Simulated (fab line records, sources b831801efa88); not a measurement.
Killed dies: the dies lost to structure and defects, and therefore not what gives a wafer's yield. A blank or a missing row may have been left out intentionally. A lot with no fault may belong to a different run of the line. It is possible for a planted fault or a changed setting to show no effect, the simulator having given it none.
The tool behind it: which one? ; flow gf180mcu ; 6 lots, 18 wafers sampled, at 1 step of a route of 602

## WHAT THE GAUGES READ, wafer by wafer
GF_V4_THK_MEAS_03.
lot;measured;on;V4_CVD_02_THK (nm)
L431;day 24 07:07;film_metro-01;878 867 877
L433;day 25 05:20;film_metro-01;849 860 871
L439;day 27 06:49;film_metro-04;852 865 857
L446;day 29 04:49;film_metro-01;854 861 856
L449;day 29 23:38;film_metro-01;862 871 867
L452;day 30 18:24;film_metro-01;847 847 860

## EACH LOT AND THE TOOL THAT RAN IT (in order: tool; ch and the chambers of the sampled wafers; start)
The record shows no process step preceding these readings.

## THE ANSWER, worked out from the rows above alone
Rule: the usual values come from the lots themselves. Put in order of their means at a reading, lots are off if they are a third of the lots or fewer, leave a main group of 4 or more, and stand apart from it by a gap of 3 or more times the standard deviation of the main group's means; of several such gaps the widest counts. If all means in a main group match to the digits the tables above print for the reading, that group is not used. A lot without any number at a reading at which 4 lots or more have one is off too. The other lots that the step has rows for count as sound.
No lot is off at any reading shown: from this, nothing can be told.

## WHAT WAS PUT IN BY THE SIMULATOR
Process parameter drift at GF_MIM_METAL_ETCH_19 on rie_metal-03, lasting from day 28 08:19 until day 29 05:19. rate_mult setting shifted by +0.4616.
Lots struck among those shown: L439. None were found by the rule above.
